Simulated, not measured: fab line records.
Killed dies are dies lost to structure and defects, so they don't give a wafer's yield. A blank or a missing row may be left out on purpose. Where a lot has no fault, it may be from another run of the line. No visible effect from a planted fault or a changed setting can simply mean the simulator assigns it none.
fab line records	flow sky130
record lots=13	wafers=39	last-day=50
route steps=708 shown GATE_OXIDE@189 POLY_GATE@228 LDD_N@244 PAD_OPEN@708
lots that met no fault: taken from a fault-free run of the same line
start-h: hours from the record's opening day to when the first of the lot's shown wafers began	wait-h: time in hours since the lot's previous step	" as in the row above	L1.1+2: several wafers, shown together as one row	- no value, or no start was given	* or withheld: withheld	< > ~ a bound
route shown NAME@n: a module of which the file shows steps, and the number in the route of the first	usual: average and standard deviation across the fault-free wafers	same: alike in all rows	chamber/n: place in a boat	sites: the reading at each site	_std_site: standard deviation across them	_edge_site: inner sites' mean taken away from outer sites' mean	radius-mm: how far each site lies from the wafer's centre	mask NAME#n: copy n	behind: the most recent tool/chamber to have shaped the wafer	hold: what put the lot on hold/how long, in hours/how the hold closed	device: the transistor (n, p or np) that didn't switch	end of line: tests of these same wafers at the route's end	a step without rows: its recipe alone	killed: at the first sort, the dies lost to defects and structure; wafer yield is something else	map: dies across one wafer; x = killed, . = not, _ = none there
set.NAME: the run value of the setting; set.NAME@STEP: its run value at that earlier step	model.NAME: the simulator's own value behind a step, which no gauge read
one table for each step of the route and one row for each wafer, over a sample of lots
services: when a tool's chamber went out of use (start-h, in hours from the record's first day, below 0 if earlier), for how many hours, and the reason
## steps
# step SKY_GATE_OXIDE_THK_MEAS_02
# recipe reads=SiO2_of_GATE_OXIDE_OXIDATION_01
# usual GATE_OXIDE_OXIDATION_00_THK=10.21/0.18
lot.wafer	tool	chamber	start-h	wait-h	GATE_OXIDE_OXIDATION_00_THK[nm]
L643.2	film-metro-04	-	290.47	0.0	9.86
L643.3	"	-	"	"	9.77
L643.4	"	-	"	"	10.07
L645.2	film-metro-04	-	306.00	0.0	10.02
L645.5	"	-	"	"	9.92
L645.6	"	-	"	"	9.92
L646.2	film-metro-01	-	316.38	0.0	10.64
L646.3	"	-	"	"	10.44
L646.4	"	-	"	"	10.46
L647.1	film-metro-03	-	322.77	0.0	10.09
L647.2	"	-	"	"	10.01
L647.6	"	-	"	"	10.16
L648.2	film-metro-03	-	328.09	0.0	10.33
L648.4	"	-	"	"	10.24
L648.6	"	-	"	"	10.17
L649.2	film-metro-04	-	331.02	0.0	10.18
L649.3	"	-	"	"	10.35
L649.4	"	-	"	"	10.38
L650.3	film-metro-01	-	342.09	0.0	10.30
L650.4	"	-	"	"	10.06
L650.5	"	-	"	"	10.24
L651.3	film-metro-03	-	351.75	0.0	10.30
L651.4	"	-	"	"	10.47
L651.6	"	-	"	"	10.33
L660.4	film-metro-04	-	430.77	0.0	10.46
L660.5	"	-	"	"	10.42
L660.6	"	-	"	"	10.55
L662.1	film-metro-01	-	454.61	0.0	10.08
L662.3	"	-	"	"	10.14
L662.6	"	-	"	"	10.10
L663.1	film-metro-04	-	455.52	0.0	10.06
L663.5	"	-	"	"	10.38
L663.6	"	-	"	"	10.35
L664.1	film-metro-04	-	466.54	0.0	10.06
L664.4	"	-	"	"	10.38
L664.5	"	-	"	"	10.35
L665.1	film-metro-04	-	469.32	0.0	10.14
L665.2	"	-	"	"	10.38
L665.5	"	-	"	"	10.17
# step SKY_POLY_GATE_OVL_MEAS_14
# usual POLY_GATE_OVL=1/4.6
lot.wafer	tool	chamber	start-h	wait-h	POLY_GATE_OVL[nm]
L643.2	overlay-01	-	379.41	0.1	3
L643.3	"	-	"	"	-2
L643.4	"	-	"	"	0
L645.2	overlay-01	-	394.28	0.1	0
L645.5	"	-	"	"	1
L645.6	"	-	"	"	2
L646.2	overlay-01	-	405.50	0.1	-6
L646.3	"	-	"	"	8
L646.4	"	-	"	"	0
L647.1	overlay-01	-	413.70	0.1	3
L647.2	"	-	"	"	3
L647.6	"	-	"	"	6
L648.2	overlay-01	-	418.98	0.1	4
L648.4	"	-	"	"	10
L648.6	"	-	"	"	9
L649.2	overlay-02	-	421.25	0.1	2
L649.3	"	-	"	"	2
L649.4	"	-	"	"	1
L650.3	overlay-01	-	438.81	0.1	2
L650.4	"	-	"	"	-1
L650.5	"	-	"	"	6
L651.3	overlay-02	-	444.36	0.1	-5
L651.4	"	-	"	"	-5
L651.6	"	-	"	"	-8
L660.4	overlay-01	-	531.54	0.1	1
L660.5	"	-	"	"	-3
L660.6	"	-	"	"	7
L662.1	overlay-01	-	550.75	0.1	-1
L662.3	"	-	"	"	-3
L662.6	"	-	"	"	2
L663.1	overlay-02	-	581.12	0.1	-4
L663.5	"	-	"	"	1
L663.6	"	-	"	"	2
L664.1	overlay-02	-	581.47	0.1	1
L664.4	"	-	"	"	-1
L664.5	"	-	"	"	-1
L665.1	overlay-01	-	581.55	0.1	-1
L665.2	"	-	"	"	-3
L665.5	"	-	"	"	-3
# step SKY_POLY_GATE_ETCH_17
# recipe target-depth-nm=180	stop-on=SiO2	over-etch-frac=0.56667	chemistry=HBr/Cl2	target=poly-Si	icp-w=400	bias-w=100	pressure-mtorr=10	HBr_flow_sccm=150	Cl2_flow_sccm=50	time-s=70.5
# usual drypump-motor-current-A=5.7/0.49	oes-product-au=0.985/0.0063	rf-fwd-power-W=397.1/1.5	run-length-s=98.8/0.53	throttle-valve-pct=33.684/0.0093
# same over-etch-frac=0.56667
lot.wafer	tool	chamber	start-h	wait-h	drypump-motor-current-A	oes-product-au	rf-fwd-power-W	rf-hours-counter-h	run-length-s	throttle-valve-pct
L643.2	rie-si-01	0	379.62	0.0	6.5	0.983	397.3	48	99.6	33.672
L643.3	"	2	"	"	5.1	0.981	399.5	2	98.1	33.687
L643.4	"	1	"	"	5.9	0.986	397.4	1	98.7	33.675
L645.2	rie-si-01	2	394.49	0.0	5.1	0.976	397.5	2	98.0	33.667
L645.5	"	0	"	"	6.5	0.976	395.7	-	99.4	33.685
L645.6	"	1	"	"	5.8	0.980	397.7	-	98.8	33.695
L646.2	rie-si-01	1	405.71	0.0	5.9	0.984	398.9	1	98.7	33.686
L646.3	"	2	"	"	5.1	0.972	397.8	2	98.0	33.685
L646.4	"	0	"	"	6.5	0.993	397.6	48	99.4	33.701
L647.1	rie-si-01	0	413.92	0.0	6.5	0.984	396.1	48	99.1	33.688
L647.2	"	1	"	"	5.9	0.982	397.9	1	98.6	33.690
L647.6	"	2	"	"	5.1	0.979	399.4	-	97.9	33.671
L648.2	rie-si-01	0	419.19	0.0	6.5	0.973	397.6	48	98.8	33.686
L648.4	"	3	"	"	5.3	0.982	398.2	4	99.0	33.720
L648.6	"	3	"	"	5.3	0.980	399.0	-	99.0	33.679
L649.2	rie-si-01	0	421.46	0.0	6.5	0.981	396.2	48	99.1	33.688
L649.3	"	2	"	"	5.1	0.978	399.9	3	98.4	33.696
L649.4	"	3	"	"	5.3	0.991	396.0	4	99.0	33.680
L650.3	rie-si-01	3	439.01	0.0	5.3	0.974	397.1	4	101.5	33.681
L650.4	"	0	"	"	6.5	0.972	397.2	48	101.1	33.690
L650.5	"	3	"	"	5.3	0.965	398.9	-	101.5	33.703
L651.3	rie-si-01	1	444.57	0.0	5.8	0.973	397.6	1	101.2	33.692
L651.4	"	2	"	"	5.1	0.964	397.4	3	100.4	33.693
L651.6	"	0	"	"	6.5	0.972	398.8	-	101.5	33.668
L660.4	rie-si-02	0	531.74	0.0	5.3	0.994	395.3	0	99.7	33.685
L660.5	"	0	"	"	5.3	0.997	395.3	-	99.5	33.668
L660.6	"	1	"	"	6.0	0.994	396.1	-	99.0	33.687
L662.1	rie-si-01	0	550.97	0.0	6.5	0.983	397.7	0	98.9	33.682
L662.3	"	3	"	"	5.3	0.996	397.8	4	99.2	33.681
L662.6	"	1	"	"	5.9	0.994	397.3	-	99.1	33.680
L663.1	rie-si-02	0	581.34	0.0	5.3	0.990	394.5	0	99.2	33.694
L663.5	"	3	"	"	5.7	0.982	395.0	-	97.7	33.686
L663.6	"	0	"	"	5.3	0.986	395.6	-	99.8	33.671
L664.1	rie-si-01	3	581.69	0.0	5.3	0.994	399.3	4	99.2	33.685
L664.4	"	0	"	"	6.5	0.978	398.4	-	99.1	33.678
L664.5	"	2	"	"	5.1	0.990	397.3	-	98.1	33.683
L665.1	rie-si-02	3	581.77	0.0	5.7	0.979	396.6	1	97.8	33.685
L665.2	"	2	"	"	6.3	0.989	396.0	3	98.4	33.673
L665.5	"	3	"	"	5.7	0.977	395.9	-	97.9	33.692
# step SKY_LDD_N_OVL_MEAS_07
# usual LDD_N_OVL=0.1/1.2
lot.wafer	tool	chamber	start-h	wait-h	LDD_N_OVL[nm]
L643.2	overlay-01	-	412.49	0.1	0.2
L643.3	"	-	"	"	-0.9
L643.4	"	-	"	"	-0.7
L645.2	overlay-01	-	425.48	0.1	1.9
L645.5	"	-	"	"	2.3
L645.6	"	-	"	"	0.6
L646.2	overlay-02	-	439.58	0.1	-0.6
L646.3	"	-	"	"	-1.1
L646.4	"	-	"	"	-0.8
L647.1	overlay-01	-	445.88	0.1	-0.7
L647.2	"	-	"	"	-0.3
L647.6	"	-	"	"	-0.1
L648.2	overlay-01	-	452.44	0.1	-0.7
L648.4	"	-	"	"	-0.7
L648.6	"	-	"	"	-1.5
L649.2	overlay-01	-	455.31	0.1	1.4
L649.3	"	-	"	"	1.1
L649.4	"	-	"	"	-0.6
L650.3	overlay-01	-	471.55	0.1	-0.5
L650.4	"	-	"	"	-0.2
L650.5	"	-	"	"	0.6
L651.3	overlay-02	-	476.39	0.1	0.8
L651.4	"	-	"	"	1.7
L651.6	"	-	"	"	1.5
L660.4	overlay-01	-	561.56	0.1	1.0
L660.5	"	-	"	"	0.5
L660.6	"	-	"	"	0.2
L662.1	overlay-02	-	582.09	0.1	-1.6
L662.3	"	-	"	"	-1.6
L662.6	"	-	"	"	-1.4
L664.1	overlay-02	-	613.19	0.1	1.9
L664.4	"	-	"	"	2.5
L664.5	"	-	"	"	1.0
L663.1	overlay-02	-	613.49	0.1	-0.3
L663.5	"	-	"	"	0.4
L663.6	"	-	"	"	1.3
L665.1	overlay-02	-	613.60	0.1	-0.8
L665.2	"	-	"	"	-1.7
L665.5	"	-	"	"	-1.6
# step SKY_PAD_OPEN_PROBE_99
# usual killed_at_M0_to_M3=43/6.8	killed_at_M4_up=3.2/1.7	killed-at-contacts=24/5.6	killed-at-front-end=15/4.7	killed-at-other=0.3/0.59	killed-dies=86/10	killed-open=47/6.8	killed-short=39/6.4
# same gross-dies=492	killed-at-back-side=0
lot.wafer	tool	chamber	start-h	wait-h	killed_at_M0_to_M3	killed_at_M4_up	killed-at-contacts	killed-at-front-end	killed-at-other	killed-dies	killed-open	killed-short
L646.2	prober-02	-	1104.01	0.1	40	2	17	11	0	70	42	28
L646.3	prober-02	-	1104.06	0.2	38	4	17	17	1	77	39	38
L646.4	prober-02	-	1104.11	0.2	34	1	23	19	0	77	50	27
L663.1	prober-02	-	1206.11	0.1	39	2	23	18	0	82	51	31
L663.5	prober-02	-	1206.31	0.2	47	6	26	19	0	98	49	49
L663.6	prober-02	-	1206.36	0.2	48	1	31	15	0	95	48	47
# killed by level:class
L646.2 VIA1:geometric-particle:open=14 CONTACT:geometric-particle:open=9 VIA2:geometric-particle:open=6 METAL2:geometric-particle:short=6 CONTACT:geometric-particle:short=4 METAL1:geometric-particle:short=4 POLY_GATE:geometric-particle:open=3 POLY_GATE:geometric-particle:short=3
L646.3 FIELD_ISO:geometric-particle:open=8 METAL1:geometric-particle:short=7 LI_CONTACT:geometric-particle:open=5 VIA1:geometric-particle:open=5 CONTACT:geometric-particle:open=5 METAL2:geometric-particle:short=5 VIA2:geometric-particle:open=5 CONTACT:geometric-particle:short=4
L646.4 VIA1:geometric-particle:open=13 CONTACT:geometric-particle:open=11 LI_CONTACT:geometric-particle:open=7 FIELD_ISO:geometric-particle:short=6 FIELD_ISO:geometric-particle:open=4 POLY_GATE:geometric-particle:short=4 CONTACT:geometric-particle:short=4 METAL2:geometric-particle:open=4
L663.1 VIA1:geometric-particle:open=12 CONTACT:geometric-particle:open=11 LI_CONTACT:geometric-particle:open=7 POLY_GATE:geometric-particle:open=6 METAL2:geometric-particle:short=6 METAL1:geometric-particle:short=5 VIA3:geometric-particle:open=5 POLY_GATE:geometric-particle:short=4
L663.5 FIELD_ISO:geometric-particle:short=10 VIA2:geometric-particle:open=10 CONTACT:geometric-particle:open=9 VIA1:geometric-particle:open=9 LI_CONTACT:geometric-particle:open=8 VIA1:geometric-particle:short=7 METAL3:geometric-particle:short=5 METAL4:geometric-particle:short=5
L663.6 LI_CONTACT:geometric-particle:open=8 VIA1:geometric-particle:open=8 CONTACT:geometric-particle:open=8 METAL2:geometric-particle:short=8 VIA2:geometric-particle:open=8 CONTACT:geometric-particle:short=7 METAL1:geometric-particle:short=7 LOCAL_INTERCONNECT:geometric-particle:short=5
## services
tool	chamber	start-h	hours	kind
rie-si-01	-	365.97	1.1	repair
rie-si-02	0	376.14	9.0	repair
rie-si-02	3	412.41	-	clean
rie-si-02	3	412.41	23.1	scheduled-down
rie-si-02	3	412.41	23.1	vent-cycle
rie-si-02	-	429.86	0.4	repair
rie-si-02	0	435.54	-	clean
rie-si-02	0	435.54	15.8	scheduled-down
rie-si-02	0	435.54	15.8	vent-cycle
rie-si-02	1	457.70	4.2	repair
rie-si-02	-	510.21	2.8	pm
rie-si-01	2	513.36	8.1	repair
rie-si-01	3	524.71	7.6	repair
rie-si-01	0	532.34	-	clean
rie-si-01	0	532.34	18.4	scheduled-down
rie-si-01	0	532.34	18.4	vent-cycle
rie-si-01	2	532.75	6.4	repair
rie-si-01	1	561.30	21.3	repair
## key
first-sign step=SKY_POLY_GATE_ETCH_17	reading=run-length-s	direction=up	sigmas=4.6	usual=*	struck=*
effect step=SKY_POLY_GATE_ETCH_17	reading=oes-product-au	direction=down	sigmas=2.3	usual=0.985	struck=0.970	wafers-moved=4
met-at SKY_POLY_GATE_ETCH_17
struck-lots L650,L651
tester-left-out L650,L651
not-acting-at SKY_GATE_OXIDE_THK_MEAS_02,SKY_POLY_GATE_OVL_MEAS_14,SKY_LDD_N_OVL_MEAS_07
onset-between 421.46 439.01
fault kind=process-parameter-drift	tool=rie-si-01	chamber=-	onset-h=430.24	steps=SKY_POLY_GATE_ETCH_17	channel=time-s	offset=*	shape=step	end-h=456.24	acts-in=*	stated=*
# tester-left-out: of these lots the tester's yield and bins aren't shown, on N5 and GAA mostly nor the transistor test; their killed dies are dies lost to structure and defects alone, not to doping, threshold or leakage, so they don't give the yield
